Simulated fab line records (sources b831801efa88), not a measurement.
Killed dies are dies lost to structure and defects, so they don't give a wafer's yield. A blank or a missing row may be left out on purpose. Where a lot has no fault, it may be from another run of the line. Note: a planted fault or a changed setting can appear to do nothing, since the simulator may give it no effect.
Chamber matching	flow gf180mcu	cmp-02 running GF_STI_CMP_25: 4 sister chambers
The step polishes, stops on Si3N4, t overpolish 33 s, target thk 524.6 nm. 4 wafers are shown with their chamber, then 8 later ones without.

== WAFERS, EACH WITH ITS CHAMBER ==
wafer	chamber	motor current A (A)
L630.2	1	12.9
L631.4	0	11.9
L631.6	3	11.2
L635.2	2	12.6

== WAFERS WITH NO CHAMBER GIVEN ==
wafer	motor current A (A)
L635.4	10.4
L635.5	12.6
L643.1	13.0
L643.2	10.6
L643.4	11.2
L647.1	11.2
L647.2	13.1
L647.6	13.0

== WHICH CHAMBER EACH ONE RAN IN ==
wafer	from the rows above	in truth
L635.4	can't be placed: 3 or 0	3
L635.5	can't be placed: 2 or 1 or 0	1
L643.1	can't be placed: 1 or 2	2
L643.2	can't be placed: 3 or 0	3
L643.4	can't be placed: 3 or 0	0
L647.1	can't be placed: 3 or 0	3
L647.2	can't be placed: 1 or 2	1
L647.6	can't be placed: 1 or 2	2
Correctly placed: 0 of 8. Can't be placed from these rows: 8 (the true chamber is among the candidates in 8). Wrongly placed: 0.
How it was worked out, from the rows above alone: a wafer's distance from a chamber is the root of the sum, over the readings, of the square of ((its reading less the chamber's mean) divided by the reading's scatter). The wafer belongs to the nearest chamber; if the next one is less than 2 further off, it can't be placed. A chamber's mean is the mean of its shown wafers. The scatter (one wafer shown for each chamber): square how far every hidden wafer sits from the nearest shown wafer, average those squares and take the square root.
